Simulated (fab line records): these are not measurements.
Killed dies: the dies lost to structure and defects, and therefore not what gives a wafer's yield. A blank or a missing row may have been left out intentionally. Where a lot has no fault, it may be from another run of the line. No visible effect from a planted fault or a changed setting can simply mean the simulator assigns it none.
Struck lot and sound lot, side by side | flow sfq-line | 42 out of 325 route steps
Sound: wafers L492.1, L492.2, L492.5. Struck: wafers L502.2, L502.3, L502.6. The cause is given at the end.
Each step with rows lists, per side, the tool, then ch with its chambers, then its first start. Under that, the readings that differ: sound wafers | struck wafers | difference of the means | sigmas: that difference in standard deviations of wafers without a fault.
alike: readings with means less than 2 such deviations apart, plus words and numbers identical on both sides. not compared: withheld readings, readings lacking a value on some wafer, bounds such as >300 that could conceal the same value, and numbers that have no deviation in the record and whose values overlap.
The two part at a step that has a row with sigmas, a row that says differs or no value, or rows on one side only. When numbers do not overlap yet have no deviation, they are printed without sigmas and do not part them. Lack of a reading on every wafer of one side parts them only where that side has two or more wafers.

first, 1 step without rows for these wafers: SFQ_TRILAYER_I0_DEP_PECVD_027 (deposits SiO2 from SiH4/N2O, time 111.11 s, target thk 500 nm).
SFQ_TRILAYER_I0_CMP_CMP_028: polishes SiO2.
  sound on cmp-01 ch 1,2, day 12 02:26; struck on cmp-01 ch 0,3, day 15 15:41
  reading             | sound         | struck      | difference | sigmas
  motor-current-A (A) | 11.9 9.2 12.4 | 8.3 8.6 8.5 | -2.7       | -2
  alike: time-to-endpoint-s
SFQ_I0_BOW_MEAS_907:
  struck on film-metro-02, day 15 18:42; sound on film-metro-01, day 12 05:26
  alike: I0_BOW
then, 7 steps without rows for these wafers: SFQ_TRILAYER_I0_METRO_MEASURE_029; SFQ_TRILAYER_I0_VIA_LITHO_COAT_036 (resist thk 62 nm); SFQ_TRILAYER_I0_VIA_LITHO_COAT_031 (resist thk 650 nm); SFQ_TRILAYER_I0_VIA_LITHO_SOFTBAKE_035; SFQ_TRILAYER_I0_VIA_LITHO_EXPOSE_032 (exposes mask I0, target cd 500 nm); SFQ_TRILAYER_I0_VIA_LITHO_PEB_034 (peb time 60 s); SFQ_TRILAYER_I0_VIA_LITHO_DEVELOP_033 (time 60 s).
-- the record jumps here: 6 days lie between the struck wafers' starts before and after --
SFQ_I0_OVL_MEAS_908:
  struck on overlay-01, day 21 19:04; sound on overlay-01, day 17 04:54
  alike: I0_OVL
then, 1 step without rows for these wafers: SFQ_TRILAYER_I0_VIA_BARC_OPEN_VIA_ETCH_046 (etches BARC in O2, target depth 125 nm, time 41.7 s).
SFQ_TRILAYER_I0_VIA_ETCH_VIA_ETCH_034: etches SiO2 in CHF3, stops on Nb, target depth 260 nm.
  sound on rie-diel-02 ch 2,3, day 17 04:59; struck on rie-diel-02 ch 0,1,3, day 21 19:08
  no value came back on the struck wafers for bias-w (W), chamber-pressure-mTorr (mTorr), drypump-motor-current-A (A), oes-product-au (a.u.); on the sound wafers bias-w (W) reads 80.06 79.91 79.92
  reading                                                 | sound             | struck            | difference | sigmas
  model.KrF_of_TRILAYER_I0_VIA_LITHO_COAT_031.thk-nm (nm) | 526.2 523.7 528.9 | 570.7 572.2 572.5 | +45.5      |
then, 4 steps without rows for these wafers: SFQ_TRILAYER_I0_VIA_STRIP_STRIP_035 (strips in O2); SFQ_TRILAYER_I0_VIA_STRIP_SOLV_CLEAN_036 (cleans in NMP, time 600 s); SFQ_TRILAYER_M1_DEP_PRE_CLEAN_038 (time 22.5 s); SFQ_TRILAYER_M1_DEP_SPUTTER_037 (material Nb, target thk 200 nm, time 133.3 s).
SFQ_M1_RS_MEAS_909: a four-point-probe measurement.
  struck on film-metro-01, day 21 20:10; sound on film-metro-03, day 17 06:36
  alike: M1_NB_RS
then, 6 steps without rows for these wafers: SFQ_TRILAYER_M1_LITHO_COAT_044 (resist thk 62 nm); SFQ_TRILAYER_M1_LITHO_COAT_039 (resist thk 600 nm); SFQ_TRILAYER_M1_LITHO_SOFTBAKE_043; SFQ_TRILAYER_M1_LITHO_EXPOSE_040 (exposes mask M1, target cd 500 nm); SFQ_TRILAYER_M1_LITHO_PEB_042 (peb time 60 s); SFQ_TRILAYER_M1_LITHO_DEVELOP_041 (time 60 s).
-- the record jumps here: 7 days lie between the struck wafers' starts before and after --
SFQ_M1_OVL_MEAS_911:
  struck on overlay-01, day 28 15:25; sound on overlay-02, day 23 17:31
  alike: M1_OVL
SFQ_TRILAYER_M1_BARC_OPEN_METAL_ETCH_054: etches BARC in O2, target depth 125 nm, time 41.7 s.
  sound on rie-metal-03 ch 0,1, day 23 17:33; struck on rie-metal-02 ch 0,1, day 28 15:26
  alike: bias-w, chamber-pressure-mTorr, drypump-motor-current-A, he-backside-leak-sccm, oes-product-au
  not compared: rf-hours-counter-h
then, 1 step without rows for these wafers: SFQ_TRILAYER_M1_ETCH_METAL_ETCH_042 (etches Nb in Cl2/Ar, stops on SiO2, target depth 240 nm, time 120 s).
SFQ_TRILAYER_M1_STRIP_STRIP_043: strips in O2.
  sound on rie-metal-03 ch 0,1, day 23 18:09; struck on rie-metal-02 ch 0,1, day 28 15:37
  alike: drypump-motor-current-A, he-backside-leak-sccm, oes-product-au
  not compared: rf-hours-counter-h
then, 3 steps without rows for these wafers: SFQ_TRILAYER_M1_STRIP_SOLV_CLEAN_044 (cleans in NMP, time 600 s); SFQ_TRILAYER_I1_DEP_PECVD_045 (deposits SiO2 from SiH4/N2O, time 111.11 s, target thk 500 nm); SFQ_TRILAYER_I1_CMP_CMP_046 (polishes SiO2).
SFQ_I1_BOW_MEAS_912:
  struck on film-metro-01, day 28 23:59; sound on film-metro-04, day 23 23:04
  alike: I1_BOW
SFQ_TRILAYER_I1_METRO_MEASURE_047:
  struck on film-metro-01, day 29 00:17; sound on film-metro-04, day 23 23:11
  alike: thk-nm
then, 6 steps without rows for these wafers: SFQ_TRILAYER_I1_VIA_LITHO_COAT_054 (resist thk 62 nm); SFQ_TRILAYER_I1_VIA_LITHO_COAT_049 (resist thk 650 nm); SFQ_TRILAYER_I1_VIA_LITHO_SOFTBAKE_053; SFQ_TRILAYER_I1_VIA_LITHO_EXPOSE_050 (exposes mask I1, target cd 500 nm); SFQ_TRILAYER_I1_VIA_LITHO_PEB_052 (peb time 60 s); SFQ_TRILAYER_I1_VIA_LITHO_DEVELOP_051 (time 60 s).
SFQ_I1_OVL_MEAS_913:
  struck on overlay-01, day 29 08:58; sound on overlay-01, day 24 03:16
  alike: I1_OVL
SFQ_TRILAYER_I1_VIA_BARC_OPEN_VIA_ETCH_071: etches BARC in O2, target depth 125 nm, time 41.7 s.
  sound on rie-diel-02 ch 1,2, day 24 03:19; struck on rie-diel-02 ch 1,2,3, day 29 08:59
  alike: bias-w, chamber-pressure-mTorr, drypump-motor-current-A, oes-product-au
  not compared: rf-hours-counter-h
-- the record jumps here: 59 days lie between the struck wafers' starts before and after --
SFQ_M8_BOW_MEAS_951:
  struck on film-metro-01, day 88 08:42; sound on film-metro-02, day 84 16:37
  reading                 | sound            | struck            | difference | sigmas
  model.etest.i0.link-ohm | 1.93 1.945 1.927 | 1e+06 1e+06 1e+06 | +1e+06     |
  alike: M8_BOW

WHERE THEY PART
At SFQ_TRILAYER_I0_CMP_CMP_028 first; at SFQ_TRILAYER_I0_VIA_ETCH_VIA_ETCH_034 last (within this record only). Later steps at which nothing parts them and some readings are alike: SFQ_M1_RS_MEAS_909, SFQ_M1_OVL_MEAS_911, SFQ_TRILAYER_M1_BARC_OPEN_METAL_ETCH_054, SFQ_TRILAYER_M1_STRIP_STRIP_043, SFQ_I1_BOW_MEAS_912, SFQ_TRILAYER_I1_METRO_MEASURE_047, SFQ_I1_OVL_MEAS_913, SFQ_TRILAYER_I1_VIA_BARC_OPEN_VIA_ETCH_071, SFQ_M8_BOW_MEAS_951.

WHY: the cause the simulator had injected
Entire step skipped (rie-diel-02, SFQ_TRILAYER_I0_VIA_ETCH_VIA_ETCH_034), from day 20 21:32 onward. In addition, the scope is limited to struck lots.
